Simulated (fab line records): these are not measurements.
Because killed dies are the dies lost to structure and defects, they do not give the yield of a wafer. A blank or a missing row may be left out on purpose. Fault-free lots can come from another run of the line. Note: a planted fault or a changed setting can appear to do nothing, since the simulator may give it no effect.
fab line records -- flow gf180mcu -- part 2 of 2: steps 27 to 36 of 36
[record] lots = 5, wafers = 15, last-day = 34
route steps=602 shown M4@471 V4@476 MIM@503
lots that met no fault: taken from a fault-free run of the same line
start-h: hours from the record's first day to the start of the lot's first wafer shown -- wait-h: hours elapsed since this lot's preceding step -- " the same as in the row above -- L1.1+2: a row that stands for several wafers -- - either no value or no given start -- * or withheld: withheld -- < > ~ a bound
route shown NAME@n: a module of which the file shows steps, and the number in the route of the first -- usual: mean/standard deviation taken from wafers without a fault -- same: alike in all rows -- chamber/n: place in a boat -- sites: per-site readings -- _std_site: standard deviation of those values -- _edge_site: outer sites' mean less inner sites' -- radius-mm: for every site, how far away it sits from the centre of the wafer -- mask NAME#n: copy n -- behind: the tool/chamber that last shaped the wafer -- hold: cause of the lot's hold/its duration in hours/its outcome -- device: names the non-switching transistor (n, p or np) -- end of line: tests of these same wafers at the route's end -- a step without rows: its recipe alone -- killed: not the wafer's yield, but the dies lost to structure and defects at the first sort -- map: a wafer's dies, x killed, . not, _ none there
set.NAME: the setting that was run; set.NAME@STEP: the one run at that earlier step -- model.NAME: the simulator's own value behind a step, which no gauge read
a table for each step, a row for each wafer; lots at some steps of the route
services: from which hour (start-h, from the record's first day; less than 0 if before it) a tool's chamber was out of use, for how many hours, and why
[[steps]]
[step GF_V4_SPUTTER_21]
[recipe] material = Ti, target-thk-nm = 15, chamber-pressure-pa = 5, power-w = 2500, substrate-temp-c = 200, time-s = 80.02
[usual] throttle-valve-pct = 30.4/0.98
lot.wafer,tool,chamber,start-h,wait-h,throttle-valve-pct
L079.1,pvd-sputter-02,-,607.26,0.0,28.4
L079.3,pvd-sputter-02,-,607.26,0.0,30.7
L079.6,pvd-sputter-02,-,607.26,0.0,29.5
L086.1,pvd-sputter-01,-,661.92,0.0,30.9
L086.2,pvd-sputter-01,-,661.92,0.0,30.0
L086.6,pvd-sputter-01,-,661.92,0.0,30.5
L090.1,pvd-sputter-01,-,689.89,0.0,31.0
L090.3,pvd-sputter-01,-,689.89,0.0,30.7
L090.4,pvd-sputter-01,-,689.89,0.0,31.8
L092.1,pvd-sputter-03,-,700.12,0.0,31.2
L092.4,pvd-sputter-03,-,700.12,0.0,28.5
L092.6,pvd-sputter-03,-,700.12,0.0,31.3
L094.1,pvd-sputter-02,-,717.21,0.0,30.8
L094.2,pvd-sputter-02,-,717.21,0.0,30.9
L094.5,pvd-sputter-02,-,717.21,0.0,30.8
[step GF_V4_SPUTTER_22]
[recipe] material = TiN, target-thk-nm = 10, chamber-pressure-pa = 5, power-w = 4000, time-s = 40
[usual] throttle-valve-pct = 30.4/1
lot.wafer,tool,chamber,start-h,wait-h,throttle-valve-pct
L079.1,pvd-sputter-02,-,607.32,0.0,28.2
L079.3,pvd-sputter-02,-,607.32,0.0,30.6
L079.6,pvd-sputter-02,-,607.32,0.0,29.4
L086.1,pvd-sputter-01,-,661.98,0.0,30.7
L086.2,pvd-sputter-01,-,661.98,0.0,30.2
L086.6,pvd-sputter-01,-,661.98,0.0,30.8
L090.1,pvd-sputter-01,-,689.96,0.0,30.9
L090.3,pvd-sputter-01,-,689.96,0.0,30.6
L090.4,pvd-sputter-01,-,689.96,0.0,32.0
L092.1,pvd-sputter-03,-,700.18,0.0,31.2
L092.4,pvd-sputter-03,-,700.18,0.0,28.2
L092.6,pvd-sputter-03,-,700.18,0.0,31.1
L094.1,pvd-sputter-02,-,717.27,0.0,30.8
L094.2,pvd-sputter-02,-,717.27,0.0,30.7
L094.5,pvd-sputter-02,-,717.27,0.0,30.6
[step GF_V4_CVD_23]
[recipe] material = W, target-thk-nm = 350, time-s = 104.9, temp-c = 400, pressure-torr = 40
[usual] heater-power-w = 878/46
lot.wafer,tool,chamber,start-h,wait-h,heater-power-w
L079.1,cvd-w-01,1,607.36,0.0,940
L079.3,cvd-w-01,1,607.36,0.0,901
L079.6,cvd-w-01,0,607.36,0.0,822
L086.1,cvd-w-01,0,662.02,0.0,817
L086.2,cvd-w-01,1,662.02,0.0,924
L086.6,cvd-w-01,0,662.02,0.0,808
L090.1,cvd-w-01,0,689.99,0.0,828
L090.3,cvd-w-01,1,689.99,0.0,931
L090.4,cvd-w-01,0,689.99,0.0,805
L092.1,cvd-w-02,0,700.22,0.0,885
L092.4,cvd-w-02,1,700.22,0.0,857
L092.6,cvd-w-02,0,700.22,0.0,888
L094.1,cvd-w-01,0,717.31,0.0,823
L094.2,cvd-w-01,1,717.31,0.0,936
L094.5,cvd-w-01,1,717.31,0.0,929
[step GF_V4_RS_MEAS_24]
[recipe] thk-meas-gauge = four-point-probe, reads = W_of_V4_CVD_23+TiN_of_V4_SPUTTER_22+Ti_of_V4_SPUTTER_21
[usual] V4_W_RS = 0.326/0.0057
lot.wafer,tool,chamber,start-h,wait-h,V4_W_RS[ohm/sq]
L079.1,film-metro-03,-,607.47,0.1,0.326
L079.3,film-metro-03,-,607.47,0.1,0.327
L079.6,film-metro-03,-,607.47,0.1,0.331
L086.1,film-metro-04,-,662.13,0.1,0.330
L086.2,film-metro-04,-,662.13,0.1,0.327
L086.6,film-metro-04,-,662.13,0.1,0.327
L090.1,film-metro-03,-,690.11,0.1,0.324
L090.3,film-metro-03,-,690.11,0.1,0.327
L090.4,film-metro-03,-,690.11,0.1,0.323
L092.1,film-metro-02,-,700.33,0.1,0.315
L092.4,film-metro-02,-,700.33,0.1,0.329
L092.6,film-metro-02,-,700.33,0.1,0.312
L094.1,film-metro-04,-,717.42,0.1,0.327
L094.2,film-metro-04,-,717.42,0.1,0.324
L094.5,film-metro-04,-,717.42,0.1,0.327
[step GF_V4_THK_MEAS_25]
[recipe] thk-meas-gauge = xrf, reads = W_of_V4_CVD_23
[usual] V4_W_THK = 351/6.8
lot.wafer,tool,chamber,start-h,wait-h,V4_W_THK[nm]
L079.1,film-metro-03,-,607.59,0.1,355
L079.3,film-metro-03,-,607.59,0.1,355
L079.6,film-metro-03,-,607.59,0.1,347
L086.1,film-metro-04,-,662.25,0.1,347
L086.2,film-metro-04,-,662.25,0.1,348
L086.6,film-metro-04,-,662.25,0.1,350
L090.1,film-metro-03,-,690.23,0.1,359
L090.3,film-metro-03,-,690.23,0.1,355
L090.4,film-metro-03,-,690.23,0.1,361
L092.1,film-metro-02,-,700.45,0.1,361
L092.4,film-metro-02,-,700.45,0.1,346
L092.6,film-metro-02,-,700.45,0.1,366
L094.1,film-metro-04,-,717.54,0.1,349
L094.2,film-metro-04,-,717.54,0.1,351
L094.5,film-metro-04,-,717.54,0.1,349
[step GF_V4_CMP_26]
[recipe] stop-on = SiO2, down-force-psi = 3.5, platen-rpm = 61.08, t-overpolish-s = 15, target-thk-nm = 0, pad-velocity-m-s = 0.94248
[usual] motor-current-A = 11.3/1, overpolish-run-s = 15.000/0.0089, slurry-filter-dp-kPa = 13.52/0.13, time-to-endpoint-s = 83/4.2
lot.wafer,tool,chamber,start-h,wait-h,motor-current-A,overpolish-run-s,slurry-filter-dp-kPa,time-to-endpoint-s
L079.1,cmp-02,2,607.70,0.1,10.0,14.980,13.68,82
L079.3,cmp-02,3,607.70,0.1,10.4,15.004,13.54,86
L079.6,cmp-02,2,607.70,0.1,10.5,14.999,13.24,84
L086.1,cmp-01,3,662.41,0.1,11.3,15.000,13.70,87
L086.2,cmp-01,0,662.41,0.1,12.2,15.013,13.35,79
L086.6,cmp-01,1,662.41,0.1,11.0,15.001,13.62,84
L090.4,cmp-01,0,690.34,0.1,11.4,15.025,13.48,81
L090.3,cmp-01,1,690.34,0.1,10.8,15.004,13.62,85
L090.1,cmp-01,2,690.34,0.1,12.9,14.998,13.63,83
L092.1,cmp-02,1,700.51,0.1,12.2,14.994,13.68,91
L092.4,cmp-02,2,700.51,0.1,10.1,15.001,13.44,83
L092.6,cmp-02,2,700.51,0.1,9.8,14.987,13.85,84
L094.1,cmp-01,2,717.60,0.1,12.6,15.006,13.55,83
L094.2,cmp-01,1,717.60,0.1,10.8,14.982,13.50,83
L094.5,cmp-01,2,717.60,0.1,12.8,15.017,13.59,81
[step GF_MIM_SPUTTER_00]
[recipe] material = Ti, target-thk-nm = 37.5, arriving-ion-energy-ev = 80, substrate-temp-c = 200, chamber-pressure-pa = 2, power-w = 4000, time-s = 150
[usual] throttle-valve-pct = 30.4/1
lot.wafer,tool,chamber,start-h,wait-h,throttle-valve-pct
L079.1,pvd-sputter-03,-,607.95,0.2,29.8
L079.3,pvd-sputter-03,-,607.95,0.2,31.4
L079.6,pvd-sputter-03,-,607.95,0.2,31.3
L086.1,pvd-sputter-03,-,662.61,0.1,28.4
L086.2,pvd-sputter-03,-,662.61,0.1,29.8
L086.6,pvd-sputter-03,-,662.61,0.1,29.4
L090.1,pvd-sputter-03,-,690.59,0.1,30.9
L090.3,pvd-sputter-03,-,690.59,0.1,31.3
L090.4,pvd-sputter-03,-,690.59,0.1,28.5
L092.1,pvd-sputter-01,-,700.81,0.2,31.8
L092.4,pvd-sputter-01,-,700.81,0.2,30.7
L092.6,pvd-sputter-01,-,700.81,0.2,32.1
L094.1,pvd-sputter-01,-,717.90,0.2,31.1
L094.2,pvd-sputter-01,-,717.90,0.2,30.8
L094.5,pvd-sputter-01,-,717.90,0.2,31.2
[step GF_MIM_SPUTTER_01]
[recipe] material = TiN, target-thk-nm = 30, power-w = 6500, time-s = 25, chamber-pressure-pa = 0.4
[usual] throttle-valve-pct = 30.4/0.98
lot.wafer,tool,chamber,start-h,wait-h,throttle-valve-pct
L079.1,pvd-sputter-03,-,608.05,0.1,29.7
L079.3,pvd-sputter-03,-,608.05,0.1,31.1
L079.6,pvd-sputter-03,-,608.05,0.1,31.3
L086.1,pvd-sputter-03,-,662.71,0.1,28.5
L086.2,pvd-sputter-03,-,662.71,0.1,29.8
L086.6,pvd-sputter-03,-,662.71,0.1,29.6
L090.1,pvd-sputter-03,-,690.69,0.1,30.9
L090.3,pvd-sputter-03,-,690.69,0.1,31.2
L090.4,pvd-sputter-03,-,690.69,0.1,28.5
L092.1,pvd-sputter-01,-,700.91,0.1,31.7
L092.4,pvd-sputter-01,-,700.91,0.1,30.7
L092.6,pvd-sputter-01,-,700.91,0.1,31.9
L094.1,pvd-sputter-01,-,718.00,0.1,30.8
L094.2,pvd-sputter-01,-,718.00,0.1,30.8
L094.5,pvd-sputter-01,-,718.00,0.1,30.5
[step GF_MIM_SPUTTER_02]
[recipe] material = AlCu, target-thk-nm = 450, power-w = 10600, time-s = 23.9, chamber-pressure-pa = 0.4
[usual] throttle-valve-pct = 30.4/1
lot.wafer,tool,chamber,start-h,wait-h,throttle-valve-pct
L079.1,pvd-sputter-03,-,608.08,0.0,29.7
L079.3,pvd-sputter-03,-,608.08,0.0,31.1
L079.6,pvd-sputter-03,-,608.08,0.0,31.4
L086.1,pvd-sputter-03,-,662.74,0.0,28.7
L086.2,pvd-sputter-03,-,662.74,0.0,29.5
L086.6,pvd-sputter-03,-,662.74,0.0,29.7
L090.1,pvd-sputter-03,-,690.72,0.0,30.9
L090.3,pvd-sputter-03,-,690.72,0.0,31.3
L090.4,pvd-sputter-03,-,690.72,0.0,28.4
L092.1,pvd-sputter-01,-,700.94,0.0,31.9
L092.4,pvd-sputter-01,-,700.94,0.0,30.6
L092.6,pvd-sputter-01,-,700.94,0.0,32.1
L094.1,pvd-sputter-01,-,718.03,0.0,31.0
L094.2,pvd-sputter-01,-,718.03,0.0,30.6
L094.5,pvd-sputter-01,-,718.03,0.0,31.0
[step GF_MIM_SPUTTER_03]
[recipe] material = Ti, target-thk-nm = 10, substrate-temp-c = 300, chamber-pressure-pa = 0.3, power-w = 3000, time-s = 6.7
[usual] throttle-valve-pct = 30.4/1
lot.wafer,tool,chamber,start-h,wait-h,throttle-valve-pct
L079.1,pvd-sputter-03,-,608.11,0.0,29.8
L079.3,pvd-sputter-03,-,608.11,0.0,31.2
L079.6,pvd-sputter-03,-,608.11,0.0,31.0
L086.1,pvd-sputter-03,-,662.77,0.0,28.2
L086.2,pvd-sputter-03,-,662.77,0.0,29.6
L086.6,pvd-sputter-03,-,662.77,0.0,29.9
L090.1,pvd-sputter-03,-,690.75,0.0,31.0
L090.3,pvd-sputter-03,-,690.75,0.0,31.5
L090.4,pvd-sputter-03,-,690.75,0.0,28.5
L092.1,pvd-sputter-01,-,700.97,0.0,32.2
L092.4,pvd-sputter-01,-,700.97,0.0,30.6
L092.6,pvd-sputter-01,-,700.97,0.0,31.8
L094.1,pvd-sputter-01,-,718.06,0.0,30.7
L094.2,pvd-sputter-01,-,718.06,0.0,30.8
L094.5,pvd-sputter-01,-,718.06,0.0,30.8
[[services]]
tool,chamber,start-h,hours,kind
cmp-01,-,572.00,4.0,pm
cvd-w-01,-,581.93,6.0,pm
plasma-asher-03,-,587.70,0.6,repair
cmp-02,-,589.51,1.9,repair
pecvd-04,-,591.12,14.0,pm
krf-scanner-01,-,594.74,1.0,pm
cmp-01,-,596.31,8.8,pm
cmp-01,-,605.70,2.9,repair
krf-scanner-01,-,611.98,1.3,pm
cmp-01,-,616.36,0.6,repair
wet-bench-02,-,620.49,1.4,repair
wet-bench-04,-,627.12,1.9,repair
krf-scanner-01,-,640.13,0.8,pm
hdpcvd-02,1,645.76,17.7,repair
cmp-02,-,650.18,0.9,repair
cmp-01,-,652.70,2.9,repair
cmp-02,-,658.63,2.1,repair
rie-diel-04,-,660.65,0.6,repair
cmp-02,-,666.98,0.9,repair
pecvd-04,-,667.48,1.2,repair
krf-scanner-01,-,673.35,4.8,repair
plasma-asher-04,-,690.23,7.7,repair
krf-scanner-01,-,709.71,1.1,repair
wet-bench-01,-,717.98,7.8,repair
